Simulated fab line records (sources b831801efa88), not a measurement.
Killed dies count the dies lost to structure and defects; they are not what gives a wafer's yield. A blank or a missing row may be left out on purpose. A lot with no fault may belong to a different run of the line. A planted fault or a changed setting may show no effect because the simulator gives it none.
The tool behind it: which one?    flow gf180mcu    11 lots, 33 wafers sampled, at 4 steps of a route of 602

## WHAT EACH GAUGE READ, for each wafer
GF_V2_RS_MEAS_24: the measuring method here is four-point-probe.
lot   measured      on             V2_W_RS (ohm/sq)
L297  day 20 06:41  film metro-04  0.324 0.326 0.328
L298  day 20 17:43  film metro-04  0.326 0.337 0.327
L300  day 21 16:31  film metro-03  0.330 0.326 0.328
L301  day 21 20:31  film metro-02  0.357 0.356 0.354
L302  day 22 08:29  film metro-04  0.355 0.354 0.356
L311  day 26 00:06  film metro-03  0.328 0.331 0.323
L313  day 26 11:20  film metro-03  0.325 0.323 0.322
L316  day 26 23:28  film metro-03  0.333 0.334 0.332
L315  day 27 05:56  film metro-02  0.329 0.330 0.330
L317  day 27 12:42  film metro-04  0.336 0.334 0.328
L318  day 27 17:50  film metro-02  0.330 0.326 0.324

## TOOL THAT RAN EACH LOT (tool first, then ch and the chambers of the sampled wafers, then the start)
lot   GF_M2_STRIP_17                        GF_V2_CVD_02                     GF_V2_CVD_23
L297  plasma asher-03 ch 0,1, day 19 04:07  pecvd-04 ch 0,1, day 19 04:49    cvd w-01 ch 1, day 20 06:34
L298  plasma asher-03 ch 1, day 19 15:22    pecvd-02 ch 1,2, day 19 16:08    cvd w-01 ch 0,1, day 20 17:35
L300  plasma asher-02 ch 0,1, day 20 14:22  pecvd-01 ch 0,1,2, day 20 15:01  cvd w-01 ch 0,1, day 21 16:25
L301  plasma asher-04 ch 0,1, day 20 18:44  pecvd-04 ch 0,1, day 20 19:22    cvd w-01 ch 0,1, day 21 20:23
L302  plasma asher-04 ch 0,1, day 21 06:48  pecvd-01 ch 0,1, day 21 07:28    cvd w-01 ch 0,1, day 22 08:22
L311  plasma asher-02 ch 0, day 25 00:22    pecvd-02 ch 0,2, day 25 01:03    cvd w-01 ch 0,1, day 25 23:59
L313  plasma asher-02 ch 0,1, day 25 11:32  pecvd-04 ch 0,1, day 25 12:13    cvd w-02 ch 0,1, day 26 11:13
L316  plasma asher-04 ch 0,1, day 26 00:09  pecvd-01 ch 0,1, day 26 00:51    cvd w-01 ch 0,1, day 26 23:21
L315  plasma asher-04 ch 0,1, day 26 07:04  pecvd-04 ch 1,2, day 26 07:46    cvd w-01 ch 0,1, day 27 05:50
L317  plasma asher-02 ch 0,1, day 26 13:37  pecvd-02 ch 0,1,2, day 26 14:19  cvd w-01 ch 1, day 27 12:29
L318  plasma asher-03 ch 1, day 26 19:22    pecvd-01 ch 0,1,2, day 26 20:05  cvd w-01 ch 1, day 27 17:38
- GF_M2_STRIP_17: strips in O2/N2.
- GF_V2_CVD_02: deposits SiO2 from TEOS, target thk 850 nm, time 94.851 s.
- GF_V2_CVD_23: deposits W, target thk 350 nm, time 104.94 s.

## THE ANSWER, worked out from the rows above alone
Rule: the usual values come from the lots themselves. The widest of any qualifying gaps counts: lots, ordered by their means at a reading, are off when they make up no more than a third of the lots, leave a main group of 4 or more, and stand apart from it by 3 or more times the standard deviation of that group's means. The tables above print the reading to a certain number of digits; a main group whose means all agree to those digits is not used. A lot without any number at a reading at which 4 lots or more have one is off too. The other lots that the step has rows for count as sound.
Off: L301, L302, at GF_V2_RS_MEAS_24 (V2_W_RS). The main group: mean 0.329 ohm/sq, standard deviation 0.003.
A tool fits if, at a process step before that reading, it ran every lot that is off, and no sound lot after the first of them. Those tools and the gauges at GF_V2_RS_MEAS_24 are tried in the same way. Not one of the candidates tried fits.

## WHAT THE SIMULATOR HAD INSERTED
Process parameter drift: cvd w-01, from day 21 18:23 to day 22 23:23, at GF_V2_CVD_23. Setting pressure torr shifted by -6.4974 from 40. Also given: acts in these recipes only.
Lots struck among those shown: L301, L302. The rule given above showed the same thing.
